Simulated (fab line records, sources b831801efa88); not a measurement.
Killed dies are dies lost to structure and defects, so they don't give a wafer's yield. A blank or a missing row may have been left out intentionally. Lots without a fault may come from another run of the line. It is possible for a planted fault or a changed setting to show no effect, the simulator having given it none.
fab line records -- flow sky130
record: lots: 12, wafers: 36, last_day: 49
route steps=708 shown LI_CONTACT@382 CONTACT@430 METAL1@437
lots with no fault: from the same line, run without faults
start_h: start of the lot's first displayed wafer, in hours after the record's first day -- wait_h: hours elapsed since this lot's preceding step -- " identical to the entry in the row above -- L1.1+2: several wafers, shown together as one row -- - either no value or no given start -- * or withheld: withheld -- < > ~ a bound
route shown NAME@n: names a module that has steps shown in the file, with the first one's number in the route -- usual: the fault-free wafers' mean and standard deviation -- same: alike in all rows -- chamber/n: place in a boat -- sites: readings site by site -- _std_site: their standard deviation -- _edge_site: inner sites' mean taken away from outer sites' mean -- radius_mm: for every site, how far away it sits from the centre of the wafer -- mask NAME#n: copy n -- behind: the last tool/chamber to shape the wafer -- hold: the reason the lot was held/the length of the hold in hours/how it ended -- device: names the non-switching transistor (n, p or np) -- end of line: the route-end tests of the same wafers -- step lacking rows: just its recipe -- killed: count of dies lost to structure and defects at first sort (not the wafer's yield) -- map: per-die view of a wafer (x killed, . not killed, _ where there is no die)
set.NAME: setting as actually run; set.NAME@STEP: the setting as run at that earlier step -- model.NAME: the simulator's own value behind a step, which no gauge read
a sample of lots followed through the steps of the route, with each step as a table and each wafer as a row
services: a tool's chamber out of use, with start hour (start_h, from the record's first day; less than 0 if before it), hours out, and reason
== steps ==
step: SKY_LI_CONTACT_SPUTTER_20
recipe: material: TiN, target_thk_nm: 20, chamber_pressure_pa: 5, power_w: 4000, time_s: 80
usual: throttle_valve_pct: 30.0/1
lot.wafer,tool,chamber,start_h,wait_h,throttle_valve_pct
L902.2,pvd_sputter-02,-,665.64,0.0,30.5
L902.4,pvd_sputter-02,-,665.64,0.0,27.9
L902.5,pvd_sputter-02,-,665.64,0.0,30.4
L903.2,pvd_sputter-01,-,682.75,0.0,29.0
L903.3,pvd_sputter-01,-,682.75,0.0,32.1
L903.5,pvd_sputter-01,-,682.75,0.0,30.2
L905.1,pvd_sputter-01,-,692.42,0.0,29.2
L905.2,pvd_sputter-01,-,692.42,0.0,30.8
L905.6,pvd_sputter-01,-,692.42,0.0,30.3
L907.3,pvd_sputter-03,-,713.73,0.0,31.6
L907.4,pvd_sputter-03,-,713.73,0.0,29.6
L907.5,pvd_sputter-03,-,713.73,0.0,31.1
L908.2,pvd_sputter-02,-,726.42,0.0,29.4
L908.4,pvd_sputter-02,-,726.42,0.0,28.1
L908.6,pvd_sputter-02,-,726.42,0.0,28.2
L909.2,pvd_sputter-01,-,733.76,0.0,30.7
L909.3,pvd_sputter-01,-,733.76,0.0,31.7
L909.4,pvd_sputter-01,-,733.76,0.0,30.1
L910.2,pvd_sputter-03,-,743.84,0.0,29.6
L910.3,pvd_sputter-03,-,743.84,0.0,30.6
L910.4,pvd_sputter-03,-,743.84,0.0,31.6
L912.1,pvd_sputter-01,-,752.95,0.0,30.4
L912.3,pvd_sputter-01,-,752.95,0.0,29.0
L912.4,pvd_sputter-01,-,752.95,0.0,31.7
L911.1,pvd_sputter-01,-,755.68,0.0,30.8
L911.4,pvd_sputter-01,-,755.68,0.0,30.2
L911.5,pvd_sputter-01,-,755.68,0.0,30.9
L919.2,pvd_sputter-03,-,805.18,0.0,30.7
L919.4,pvd_sputter-03,-,805.18,0.0,29.4
L919.6,pvd_sputter-03,-,805.18,0.0,31.4
L920.1,pvd_sputter-03,-,818.46,0.0,29.5
L920.4,pvd_sputter-03,-,818.46,0.0,30.7
L920.5,pvd_sputter-03,-,818.46,0.0,29.6
L922.1,pvd_sputter-02,-,828.54,0.0,29.6
L922.2,pvd_sputter-02,-,828.54,0.0,28.0
L922.4,pvd_sputter-02,-,828.54,0.0,29.2
step: SKY_CONTACT_CVD_24
recipe: material: W, target_thk_nm: 340, time_s: 102.12, temp_c: 400, pressure_torr: 40
usual: chamber_pressure_Torr: 40.01/0.092, heater_power_outer_w: 516/56, heater_power_w: 842/87
lot.wafer,tool,chamber,start_h,wait_h,chamber_pressure_Torr,heater_power_outer_w,heater_power_w
L902.2,cvd_w-01,1,725.32,0.1,39.92,517,816
L902.4,cvd_w-01,1,725.32,0.1,39.96,516,805
L902.5,cvd_w-01,1,725.32,0.1,39.85,521,812
L903.2,cvd_w-02,0,741.55,0.0,40.05,581,965
L903.3,cvd_w-02,0,741.55,0.0,40.02,575,979
L903.5,cvd_w-02,0,741.55,0.0,39.99,576,940
L905.1,cvd_w-01,0,750.87,0.0,40.05,532,818
L905.2,cvd_w-01,1,750.87,0.0,39.92,522,817
L905.6,cvd_w-01,0,750.87,0.0,39.99,533,827
L907.3,cvd_w-01,1,772.94,0.1,39.88,522,795
L907.4,cvd_w-01,0,772.94,0.1,40.04,531,849
L907.5,cvd_w-01,0,772.94,0.1,39.97,524,839
L908.2,cvd_w-01,0,784.43,0.0,40.21,538,835
L908.4,cvd_w-01,0,784.43,0.0,40.12,523,837
L908.6,cvd_w-01,1,784.43,0.0,40.10,533,807
L909.2,cvd_w-02,0,791.85,0.0,40.04,572,979
L909.3,cvd_w-02,0,791.85,0.0,40.21,582,972
L909.4,cvd_w-02,1,791.85,0.0,40.12,407,735
L910.2,cvd_w-02,1,802.29,0.0,40.02,428,730
L910.3,cvd_w-02,1,802.29,0.0,39.94,418,749
L910.4,cvd_w-02,0,802.29,0.0,39.95,584,964
L912.1,cvd_w-02,0,809.90,0.0,39.83,586,966
L912.3,cvd_w-02,1,809.90,0.0,40.11,425,734
L912.4,cvd_w-02,0,809.90,0.0,39.94,581,983
L911.1,cvd_w-01,1,812.46,0.0,39.96,519,825
L911.4,cvd_w-01,1,812.46,0.0,39.94,533,844
L911.5,cvd_w-01,1,812.46,0.0,40.00,530,815
L919.2,cvd_w-02,0,861.11,0.0,44.13,562,974
L919.4,cvd_w-02,0,861.11,0.0,43.96,577,970
L919.6,cvd_w-02,1,861.11,0.0,44.07,417,739
L920.1,cvd_w-02,0,874.09,0.0,43.92,594,985
L920.4,cvd_w-02,0,874.09,0.0,43.91,564,986
L920.5,cvd_w-02,0,874.09,0.0,43.84,583,960
L922.1,cvd_w-01,0,883.94,0.0,40.20,525,822
L922.2,cvd_w-01,1,883.94,0.0,40.14,524,809
L922.4,cvd_w-01,0,883.94,0.0,40.05,525,823
step: SKY_CONTACT_RS_MEAS_25
recipe: thk_meas_gauge: four-point-probe, reads: W_of_CONTACT_CVD_24+TiN_of_CONTACT_SPUTTER_23
usual: CONTACT_W_RS: 0.339/0.0033
lot.wafer,tool,chamber,start_h,wait_h,CONTACT_W_RS[ohm/sq]
L902.2,film_metro-01,-,725.52,0.2,0.336
L902.4,film_metro-01,-,725.52,0.2,0.337
L902.5,film_metro-01,-,725.52,0.2,0.339
L903.2,film_metro-01,-,741.68,0.1,0.338
L903.3,film_metro-01,-,741.68,0.1,0.340
L903.5,film_metro-01,-,741.68,0.1,0.340
L905.1,film_metro-02,-,750.98,0.1,0.334
L905.2,film_metro-02,-,750.98,0.1,0.339
L905.6,film_metro-02,-,750.98,0.1,0.335
L907.3,film_metro-03,-,773.05,0.1,0.339
L907.4,film_metro-03,-,773.05,0.1,0.341
L907.5,film_metro-03,-,773.05,0.1,0.338
L908.2,film_metro-01,-,784.56,0.1,0.341
L908.4,film_metro-01,-,784.56,0.1,0.338
L908.6,film_metro-01,-,784.56,0.1,0.336
L909.2,film_metro-01,-,791.98,0.1,0.338
L909.3,film_metro-01,-,791.98,0.1,0.329
L909.4,film_metro-01,-,791.98,0.1,0.336
L910.2,film_metro-02,-,802.42,0.1,0.337
L910.3,film_metro-02,-,802.42,0.1,0.342
L910.4,film_metro-02,-,802.42,0.1,0.332
L912.1,film_metro-02,-,810.01,0.1,0.339
L912.3,film_metro-02,-,810.01,0.1,0.344
L912.4,film_metro-02,-,810.01,0.1,0.341
L911.1,film_metro-01,-,812.57,0.1,0.338
L911.4,film_metro-01,-,812.57,0.1,0.341
L911.5,film_metro-01,-,812.57,0.1,0.341
L919.2,film_metro-02,-,861.24,0.1,0.322
L919.4,film_metro-02,-,861.24,0.1,0.324
L919.6,film_metro-02,-,861.24,0.1,0.328
L920.1,film_metro-01,-,874.31,0.2,0.329
L920.4,film_metro-01,-,874.31,0.2,0.324
L920.5,film_metro-01,-,874.31,0.2,0.327
L922.1,film_metro-02,-,884.05,0.1,0.338
L922.2,film_metro-02,-,884.05,0.1,0.341
L922.4,film_metro-02,-,884.05,0.1,0.340
step: SKY_CONTACT_CMP_27
recipe: stop_on: SiO2, t_overpolish_s: 15, down_force_psi: 3.5, platen_rpm: 60, target_thk_nm: 0, pad_velocity_m_s: 0.94248
usual: motor_current_A: 11.3/0.76, overpolish_run_s: 15.000/0.0085, slurry_flow_ml_min: 149.9/0.45, time_to_endpoint_s: 82.5/2.8
lot.wafer,tool,chamber,start_h,wait_h,motor_current_A,overpolish_run_s,slurry_flow_ml_min,time_to_endpoint_s
L902.4,cmp-02,1,725.78,0.1,10.3,15.014,150.9,85.0
L902.2,cmp-02,2,725.78,0.1,10.8,14.984,150.1,83.4
L902.5,cmp-02,3,725.78,0.1,12.3,14.997,150.0,87.1
L903.2,cmp-01,3,741.89,0.1,11.0,15.003,149.8,84.2
L903.3,cmp-01,0,741.89,0.1,12.1,15.005,149.6,83.0
L903.5,cmp-01,3,741.89,0.1,10.9,15.000,150.5,85.8
L905.1,cmp-01,3,751.26,0.1,10.8,15.015,150.5,83.2
L905.2,cmp-01,0,751.26,0.1,12.6,14.994,149.8,79.2
L905.6,cmp-01,2,751.26,0.1,10.7,15.002,149.9,81.3
L907.4,cmp-02,1,773.24,0.1,10.2,14.983,150.6,81.3
L907.3,cmp-02,2,773.24,0.1,10.6,15.010,150.0,82.6
L907.5,cmp-02,0,773.24,0.1,11.1,14.989,150.2,79.1
L908.4,cmp-02,1,784.77,0.1,10.4,14.996,149.1,81.1
L908.2,cmp-02,2,784.77,0.1,10.9,14.995,150.5,84.1
L908.6,cmp-02,0,784.77,0.1,11.2,14.988,149.8,81.7
L909.2,cmp-02,0,792.14,0.0,11.4,15.001,149.8,81.4
L909.3,cmp-02,1,792.14,0.0,10.8,14.998,149.6,85.0
L909.4,cmp-02,2,792.14,0.0,11.2,15.006,150.5,84.2
L910.4,cmp-01,2,802.79,0.2,10.6,15.000,150.1,83.5
L910.2,cmp-01,0,802.79,0.2,12.8,14.989,149.6,87.1
L910.3,cmp-01,1,802.79,0.2,12.7,15.006,148.7,79.9
L912.4,cmp-01,2,810.19,0.0,10.6,15.001,149.6,80.9
L912.1,cmp-01,3,810.19,0.0,10.8,15.005,149.6,86.5
L912.3,cmp-01,0,810.19,0.0,12.7,15.005,149.3,81.6
L911.1,cmp-02,1,812.85,0.1,10.3,15.003,150.6,82.9
L911.4,cmp-02,2,812.85,0.1,11.2,14.995,150.2,85.1
L911.5,cmp-02,3,812.85,0.1,12.2,15.002,149.9,84.9
L919.4,cmp-02,1,861.40,0.0,10.7,14.995,150.0,87.9
L919.2,cmp-02,3,861.40,0.0,12.2,15.004,149.9,88.4
L919.6,cmp-02,1,861.40,0.0,10.9,15.007,149.6,89.7
L920.1,cmp-01,2,874.54,0.1,10.2,15.010,149.8,85.2
L920.4,cmp-01,3,874.54,0.1,11.2,14.984,150.1,89.4
L920.5,cmp-01,1,874.54,0.1,12.3,15.000,149.6,89.3
L922.4,cmp-02,0,884.23,0.0,11.5,14.998,149.8,81.8
L922.2,cmp-02,2,884.23,0.0,10.8,15.009,150.5,82.7
L922.1,cmp-02,3,884.23,0.0,11.3,15.000,150.1,85.2
step: SKY_METAL1_SPUTTER_03
recipe: material: Ti, target_thk_nm: 5, power_w: 3000, time_s: 3.3, chamber_pressure_pa: 0.4
usual: throttle_valve_pct: 30.6/0.8
lot.wafer,tool,chamber,start_h,wait_h,throttle_valve_pct
L902.2,pvd_sputter-01,-,726.05,0.0,31.7
L902.4,pvd_sputter-01,-,726.05,0.0,28.9
L902.5,pvd_sputter-01,-,726.05,0.0,30.3
L903.2,pvd_sputter-04,-,742.21,0.0,31.0
L903.3,pvd_sputter-04,-,742.21,0.0,31.1
L903.5,pvd_sputter-04,-,742.21,0.0,30.3
L905.1,pvd_sputter-03,-,751.53,0.0,29.9
L905.2,pvd_sputter-03,-,751.53,0.0,29.7
L905.6,pvd_sputter-03,-,751.53,0.0,31.5
L907.3,pvd_sputter-04,-,773.56,0.0,30.2
L907.4,pvd_sputter-04,-,773.56,0.0,30.7
L907.5,pvd_sputter-04,-,773.56,0.0,30.2
L908.2,pvd_sputter-01,-,785.10,0.0,30.1
L908.4,pvd_sputter-01,-,785.10,0.0,31.7
L908.6,pvd_sputter-01,-,785.10,0.0,31.7
L909.2,pvd_sputter-03,-,792.51,0.0,31.8
L909.3,pvd_sputter-03,-,792.51,0.0,29.8
L909.4,pvd_sputter-03,-,792.51,0.0,30.8
L910.2,pvd_sputter-03,-,803.16,0.0,30.8
L910.3,pvd_sputter-03,-,803.16,0.0,29.2
L910.4,pvd_sputter-03,-,803.16,0.0,29.7
L912.1,pvd_sputter-01,-,810.56,0.0,30.3
L912.3,pvd_sputter-01,-,810.56,0.0,28.9
L912.4,pvd_sputter-01,-,810.56,0.0,30.6
L911.1,pvd_sputter-04,-,813.12,0.0,30.9
L911.4,pvd_sputter-04,-,813.12,0.0,30.9
L911.5,pvd_sputter-04,-,813.12,0.0,30.5
L919.2,pvd_sputter-01,-,861.78,0.0,30.7
L919.4,pvd_sputter-01,-,861.78,0.0,31.7
L919.6,pvd_sputter-01,-,861.78,0.0,28.9
L920.1,pvd_sputter-03,-,874.87,0.0,30.0
L920.4,pvd_sputter-03,-,874.87,0.0,30.8
L920.5,pvd_sputter-03,-,874.87,0.0,29.7
L922.1,pvd_sputter-01,-,884.60,0.0,30.5
L922.2,pvd_sputter-01,-,884.60,0.0,30.1
L922.4,pvd_sputter-01,-,884.60,0.0,29.0
== services ==
tool,chamber,start_h,hours,kind
pvd_sputter-02,-,645.58,0.9,repair
cmp-02,-,650.27,10.9,pm
pvd_sputter-04,-,653.75,1.5,repair
pvd_sputter-03,-,655.87,1.9,repair
cmp-02,-,661.83,1.6,repair
cvd_w-01,0,700.98,26.5,repair
cmp-01,-,723.49,4.1,pm
pvd_sputter-02,-,741.70,4.7,repair
cmp-01,-,745.26,4.0,pm
cmp-02,-,766.65,3.1,repair
cvd_w-02,-,769.81,6.9,pm
pvd_sputter-01,-,775.36,1.7,repair
cmp-01,-,787.43,3.0,repair
pvd_sputter-02,-,789.61,2.8,repair
cmp-02,-,801.57,0.9,repair
pvd_sputter-01,-,801.59,0.9,repair
pvd_sputter-04,-,808.97,1.4,repair
pvd_sputter-04,-,816.75,6.7,repair
pvd_sputter-01,1,820.58,-,consumable_replace:kit
pvd_sputter-01,1,820.58,18.0,scheduled_down
pvd_sputter-01,1,820.58,18.0,vent_cycle
cmp-01,-,852.17,13.3,pm
cvd_w-02,1,870.12,12.9,repair
cvd_w-02,-,884.43,1.1,repair
== key ==
first_sign: step: SKY_CONTACT_CVD_24, reading: chamber_pressure_Torr, direction: up, sigmas: 43, usual: 40.01, struck: 43.97
effect: step: SKY_CONTACT_RS_MEAS_25, reading: CONTACT_W_RS, direction: down, sigmas: 4, usual: 0.339, struck: 0.326
met_at SKY_CONTACT_CVD_24
struck_lots L919,L920
tester_left_out L919,L920
not_acting_at SKY_LI_CONTACT_SPUTTER_20,SKY_CONTACT_CMP_27,SKY_METAL1_SPUTTER_03
onset_between 809.90 861.11
fault: kind: process_parameter_drift, tool: cvd_w-02, chamber: -, onset_h: 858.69, steps: SKY_CONTACT_CVD_24, channel: pressure_torr, offset: 3.9353, shape: step, end_h: 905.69, acts_in: these_recipes_only, stated: 40
tester_left_out: of these lots the tester's yield and bins aren't shown, on N5 and GAA mostly nor the transistor test; their killed dies are dies lost to structure and defects alone, not to doping, threshold or leakage, so they don't give the yield
